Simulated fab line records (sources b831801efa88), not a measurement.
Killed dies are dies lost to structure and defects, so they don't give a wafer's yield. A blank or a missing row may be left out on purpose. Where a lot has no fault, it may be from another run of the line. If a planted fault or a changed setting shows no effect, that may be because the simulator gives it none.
A lot that was struck, set against a sound lot | flow sky130 | 17 out of 708 route steps
Sound: these wafers, L633.2, L633.3, L633.6. Wafers struck: L641.3, L641.5, L641.6. Last of all comes the cause.
Each step with rows lists, per side, the tool, then ch with its chambers, then its first start. Under that, the readings that differ: sound wafers | struck wafers | difference of the means | sigmas: that difference in standard deviations of wafers without a fault.
alike: same words and numbers on both sides, and readings whose means sit less than 2 such deviations apart. not compared: any withheld reading, any reading some wafer has no value for, any bound like >300 that may hide the same value, and any number with overlapping values for which the record gives no deviation.
The two part at a step that has a row with sigmas, a row that says differs or no value, or rows on one side only. Numbers that don't overlap but have no deviation are shown without sigmas and don't part them. A reading that every wafer of one side lacks parts them only if that side has two wafers or more.

SKY_LI_CONTACT_CMP_02: polishes PSG.
  sound on cmp-01 ch 0,1, day 28 10:42; struck on cmp-01 ch 1,2,3, day 31 01:03
  alike: motor-current-A, retaining-ring-pressure-frac, slurry-flow-ml-min, time-to-endpoint-s
SKY_LI_CONTACT_BOW_MEAS_03:
  sound on film-metro-04, day 28 11:01; struck on film-metro-04, day 31 01:17
  alike: LI_CONTACT_BOW
then, 8 steps without rows for these wafers: SKY_LI_CONTACT_DEHYDRATE_04 (time 60 s); SKY_LI_CONTACT_HMDS_05 (prime time 60 s); SKY_LI_CONTACT_COAT_06 (resist thk 60 nm); SKY_LI_CONTACT_COAT_07 (resist thk 450 nm); SKY_LI_CONTACT_SOFTBAKE_08 (time 90 s); SKY_LI_CONTACT_EXPOSE_09 (exposes mask LICM1, target cd 170 nm); SKY_LI_CONTACT_PEB_10; SKY_LI_CONTACT_DEVELOP_11 (develop time 60 s).
SKY_LI_CONTACT_CD_MEAS_12: the cd target is 170 nm.
  sound on cd-sem-02, day 29 15:10; struck on cd-sem-01, day 32 04:47
  reading    | sound             | struck            | difference | sigmas
  cd-nm (nm) | 175.6 173.7 174.6 | 170.2 169.6 171.2 | -4.3       | -2
SKY_LI_CONTACT_OVL_MEAS_13:
  sound on overlay-02, day 29 15:16; struck on overlay-01, day 32 04:53
  alike: LI_CONTACT_OVL
SKY_LI_CONTACT_ETCH_14: etches BARC in N2/H2, stops on SiO2, time 45.9 s, target depth 60 nm.
  sound on rie-diel-01 ch 1,2,3, day 29 15:18; struck on rie-diel-01 ch 0,1, day 32 04:54
  reading                                           | sound             | struck            | difference | sigmas
  oes-product-au (a.u.)                             | 0.855 0.856 0.850 | 0.646 0.645 0.646 | -0.208     | -43
  run-length-s (s)                                  | 74.8 74.3 74.2    | 109.6 109.1 109.6 | +35.0      | +61
  model.KrF-thick_of_LI_CONTACT_COAT_07.thk-nm (nm) | 389.4 389 392.2   | 359.5 359.4 359.4 | -30.8      |
  model.SiO2_of_SONOS_ONO_CVD_04.thk-nm (nm)        | 4.254 4.294 4.241 | 2.548 2.643 2.624 | -1.658     |
  alike: drypump-motor-current-A, rf-fwd-power-W, throttle-valve-pct
  not compared: rf-hours-counter-h, model.LI_CONTACT.cd-nm
SKY_LI_CONTACT_ETCH_15: etches PSG in C4F8/O2/Ar, stops on Si, target depth 600 nm.
  sound on rie-diel-01 ch 1,2,3, day 29 15:21; struck on rie-diel-01 ch 0,1, day 32 04:57
  reading                                           | sound             | struck            | difference | sigmas
  model.KrF-thick_of_LI_CONTACT_COAT_07.thk-nm (nm) | 227.3 219.2 231.1 | 199.4 200.1 198.7 | -26.5      |
  alike: oes-product-au, rf-fwd-power-W
  not compared: model.LI_CONTACT.cd-nm
SKY_LI_CONTACT_STRIP_16: strips in O2/N2.
  sound on plasma-asher-04 ch 0,1, day 29 15:26; struck on plasma-asher-02 ch 0,1, day 32 05:04
  reading                      | sound             | struck            | difference | sigmas
  oes-product-au (a.u.)        | 0.375 0.375 0.376 | 0.361 0.366 0.366 | -0.011     | -2
  strip-time-to-endpoint-s (s) | 3.46 3.36 3.50    | 3.16 3.15 3.15    | -0.29      | -6
  alike: drypump-motor-current-A
  not compared: rf-hours-counter-h
then, 1 step without rows for these wafers: SKY_LI_CONTACT_CLEAN_17 (cleans in NMP, time 600 s).
-- record jumps: 16 days separate the struck wafers' starts on either side; left off in module LI_CONTACT, taken up again in module PAD_OPEN, whose first shown step is the route's number 708 --
SKY_PAD_OPEN_PROBE_99:
  sound on prober-01, day 46 08:43; struck on prober-01, day 48 03:45
  alike: killed_at_M0_to_M3, killed_at_M4_up, killed-at-contacts, killed-at-front-end, killed-at-other, killed-dies, killed-open, killed-short
  not compared: model.etest.licon-pdiff.rc-ohm, model.etest.licon-ndiff.rc-ohm, model.etest.licon-poly.rc-ohm

## WHERE THEY PART
Earliest at SKY_LI_CONTACT_CD_MEAS_12; latest, in this record, at SKY_LI_CONTACT_STRIP_16. Later steps at which nothing parts them and some readings are alike: SKY_PAD_OPEN_PROBE_99.

WHY: whatever the simulator had introduced
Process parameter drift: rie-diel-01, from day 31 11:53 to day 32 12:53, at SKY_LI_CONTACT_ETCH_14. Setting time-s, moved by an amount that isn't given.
